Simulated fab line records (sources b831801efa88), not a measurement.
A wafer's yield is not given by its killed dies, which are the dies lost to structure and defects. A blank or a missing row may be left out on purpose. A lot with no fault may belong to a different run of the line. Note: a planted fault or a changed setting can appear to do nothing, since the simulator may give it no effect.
Which tool is to blame? / flow sky130 / 11 lots with 33 wafers sampled at 5 steps, on a route of 708 steps

WHAT THE GAUGES READ, wafer by wafer
SKY_SONOS_TUNNEL_CD_MEAS_07 targets a cd of 410 nm.
lot=L431; measured=day 11 19:25; on=cdSem-02; cdNm (nm)=408.4 405.0 404.9
lot=L432; measured=day 12 03:59; on=cdSem-02; cdNm (nm)=410.8 410.5 409.5
lot=L433; measured=day 12 07:38; on=cdSem-01; cdNm (nm)=409.4 411.9 410.4
lot=L434; measured=day 12 14:34; on=cdSem-02; cdNm (nm)=412.8 410.8 412.5
lot=L435; measured=day 12 23:46; on=cdSem-01; cdNm (nm)=411.3 411.0 409.0
lot=L436; measured=day 13 04:34; on=cdSem-01; cdNm (nm)=411.9 413.3 412.7
lot=L438; measured=day 14 03:35; on=cdSem-02; cdNm (nm)=410.6 410.2 410.6
lot=L440; measured=day 14 12:28; on=cdSem-02; cdNm (nm)=411.4 413.7 410.9
lot=L443; measured=day 15 15:05; on=cdSem-02; cdNm (nm)=409.5 407.7 410.3
lot=L446; measured=day 16 11:38; on=cdSem-01; cdNm (nm)=410.0 407.2 408.6
lot=L447; measured=day 16 21:28; on=cdSem-02; cdNm (nm)=412.2 412.1 410.3

SKY_SONOS_ONO_THK_MEAS_03.
lot=L431; measured=day 11 23:11; on=filmMetro-01; SONOS_ONO_CVD_02_THK (nm)=10.79 10.61 10.58
lot=L432; measured=day 12 08:47; on=filmMetro-01; SONOS_ONO_CVD_02_THK (nm)=10.83 10.69 10.72
lot=L433; measured=day 12 11:38; on=filmMetro-01; SONOS_ONO_CVD_02_THK (nm)=10.31 10.43 10.42
lot=L434; measured=day 12 19:30; on=filmMetro-02; SONOS_ONO_CVD_02_THK (nm)=10.66 10.52 10.69
lot=L435; measured=day 13 04:44; on=filmMetro-02; SONOS_ONO_CVD_02_THK (nm)=10.43 10.63 10.62
lot=L436; measured=day 13 07:58; on=filmMetro-02; SONOS_ONO_CVD_02_THK (nm)=10.58 10.41 10.52
lot=L438; measured=day 14 09:58; on=filmMetro-01; SONOS_ONO_CVD_02_THK (nm)=10.53 10.56 10.55
lot=L440; measured=day 14 17:46; on=filmMetro-03; SONOS_ONO_CVD_02_THK (nm)=10.46 10.47 10.43
lot=L443; measured=day 15 20:55; on=filmMetro-01; SONOS_ONO_CVD_02_THK (nm)=10.35 10.36 10.36
lot=L446; measured=day 16 16:17; on=filmMetro-03; SONOS_ONO_CVD_02_THK (nm)=10.44 10.61 10.52
lot=L447; measured=day 17 02:48; on=filmMetro-03; SONOS_ONO_CVD_02_THK (nm)=10.56 10.47 10.37

SKY_GATE_OXIDE_OVL_MEAS_10.
lot=L431; measured=day 14 03:52; on=overlay-02; GATE_OXIDE_OVL (nm)=1.6 1.4 4.1
lot=L432; measured=day 14 14:16; on=overlay-01; GATE_OXIDE_OVL (nm)=1.9 0.3 1.1
lot=L433; measured=day 14 16:35; on=overlay-01; GATE_OXIDE_OVL (nm)=-2.4 -2.0 -5.1
lot=L434; measured=day 15 02:31; on=overlay-01; GATE_OXIDE_OVL (nm)=-0.5 0.1 0.1
lot=L435; measured=day 15 12:46; on=overlay-01; GATE_OXIDE_OVL (nm)=-1.0 -0.1 0.2
lot=L436; measured=day 15 16:55; on=overlay-01; GATE_OXIDE_OVL (nm)=-2.3 -1.2 -0.7
lot=L438; measured=day 16 21:56; on=overlay-01; GATE_OXIDE_OVL (nm)=-1.4 0.8 0.0
lot=L440; measured=day 17 05:29; on=overlay-01; GATE_OXIDE_OVL (nm)=-0.7 -1.8 -0.5
lot=L443; measured=day 18 11:07; on=overlay-01; GATE_OXIDE_OVL (nm)=3.7 1.7 1.8
lot=L446; measured=day 19 07:43; on=overlay-02; GATE_OXIDE_OVL (nm)=-0.2 1.6 -0.1
lot=L447; measured=day 19 16:41; on=overlay-01; GATE_OXIDE_OVL (nm)=-0.5 0.7 -0.5

SKY_POLY_GATE_THK_MEAS_01.
lot=L431; measured=day 14 09:09; on=filmMetro-04; POLY_GATE_CVD_00_THK (nm)=179.1 178.2 178.3
lot=L432; measured=day 14 19:01; on=filmMetro-04; POLY_GATE_CVD_00_THK (nm)=179.5 177.1 179.9
lot=L433; measured=day 14 21:52; on=filmMetro-04; POLY_GATE_CVD_00_THK (nm)=177.6 177.8 177.3
lot=L434; measured=day 15 06:04; on=filmMetro-04; POLY_GATE_CVD_00_THK (nm)=182.0 181.2 180.3
lot=L435; measured=day 15 16:43; on=filmMetro-04; POLY_GATE_CVD_00_THK (nm)=181.8 181.9 180.8
lot=L436; measured=day 15 21:16; on=filmMetro-02; POLY_GATE_CVD_00_THK (nm)=179.7 180.0 178.8
lot=L438; measured=day 17 01:56; on=filmMetro-01; POLY_GATE_CVD_00_THK (nm)=180.9 180.3 180.5
lot=L440; measured=day 17 12:23; on=filmMetro-02; POLY_GATE_CVD_00_THK (nm)=182.7 181.1 181.2
lot=L443; measured=day 18 14:22; on=filmMetro-02; POLY_GATE_CVD_00_THK (nm)=178.7 178.5 179.8
lot=L446; measured=day 19 11:03; on=filmMetro-04; POLY_GATE_CVD_00_THK (nm)=138.8 138.9 139.6
lot=L447; measured=day 19 20:31; on=filmMetro-01; POLY_GATE_CVD_00_THK (nm)=142.7 143.2 143.2

EACH LOT AND THE TOOL THAT RAN IT (in order: tool; ch and the chambers of the sampled wafers; start)
lot=L431; SKY_POLY_GATE_CVD_00=lpcvd-01 ch 1, day 14 07:57
lot=L432; SKY_POLY_GATE_CVD_00=lpcvd-01 ch 0, day 14 17:48
lot=L433; SKY_POLY_GATE_CVD_00=lpcvd-01 ch 0, day 14 20:38
lot=L434; SKY_POLY_GATE_CVD_00=lpcvd-01 ch 1, day 15 04:52
lot=L435; SKY_POLY_GATE_CVD_00=lpcvd-01 ch 1, day 15 15:31
lot=L436; SKY_POLY_GATE_CVD_00=lpcvd-01 ch 0, day 15 20:04
lot=L438; SKY_POLY_GATE_CVD_00=lpcvd-01 ch 1, day 17 00:43
lot=L440; SKY_POLY_GATE_CVD_00=lpcvd-01 ch 0, day 17 11:10
lot=L443; SKY_POLY_GATE_CVD_00=lpcvd-01 ch 1, day 18 13:09
lot=L446; SKY_POLY_GATE_CVD_00=lpcvd-01 ch 0, day 19 09:50
lot=L447; SKY_POLY_GATE_CVD_00=lpcvd-01 ch 1, day 19 18:42
- SKY_POLY_GATE_CVD_00: deposits poly-Si, target thk 180 nm, time 720 s.

AS READ BY THE TOOLS THEMSELVES (means over the sampled wafers that have a number; for cases with no such wafer, the mark the record gives instead)
SKY_POLY_GATE_CVD_00.
lot=L431; tool=lpcvd-01; spikeTcCentreC (C)=620.8
lot=L432; tool=lpcvd-01; spikeTcCentreC (C)=619.9
lot=L433; tool=lpcvd-01; spikeTcCentreC (C)=620.1
lot=L434; tool=lpcvd-01; spikeTcCentreC (C)=619.8
lot=L435; tool=lpcvd-01; spikeTcCentreC (C)=620.4
lot=L436; tool=lpcvd-01; spikeTcCentreC (C)=620.1
lot=L438; tool=lpcvd-01; spikeTcCentreC (C)=621.1
lot=L440; tool=lpcvd-01; spikeTcCentreC (C)=621.0
lot=L443; tool=lpcvd-01; spikeTcCentreC (C)=620.5
lot=L446; tool=lpcvd-01; spikeTcCentreC (C)=620.3
lot=L447; tool=lpcvd-01; spikeTcCentreC (C)=620.4

THE ANSWER, worked out from the rows above alone
Rule: the lots themselves supply what counts as usual. The widest of any qualifying gaps counts: lots, ordered by their means at a reading, are off when they make up no more than a third of the lots, leave a main group of 4 or more, and stand apart from it by 3 or more times the standard deviation of that group's means. A main group is skipped when, at the precision printed for the reading in the tables above, its means are all equal. Also off: a lot with no number at a reading for which 4 or more lots have one. All remaining lots with rows at the step are treated as sound. After the gauges, taken in route order, come the tools' own readings; for these a lot's mean is taken, as printed above. At the first step where some lot is off, the reading lying furthest off is the one used; lots without a number count as furthest.
Off: L446, L447, seen at SKY_POLY_GATE_THK_MEAS_01 (POLY_GATE_CVD_00_THK). Main group: mean 179.8 nm, sd 1.4.
A tool fits if, at a process step before that reading, it ran every lot that is off, and no sound lot after the first of them. Gauges at SKY_POLY_GATE_THK_MEAS_01: tried the same way as those tools. One fits: lpcvd-01 at SKY_POLY_GATE_CVD_00. Its last sound lot is L443 (day 18 13:09), its first lot that is off L446 (day 19 09:50): a fault that began between those two fits.

WHAT THE SIMULATOR HAD INSERTED
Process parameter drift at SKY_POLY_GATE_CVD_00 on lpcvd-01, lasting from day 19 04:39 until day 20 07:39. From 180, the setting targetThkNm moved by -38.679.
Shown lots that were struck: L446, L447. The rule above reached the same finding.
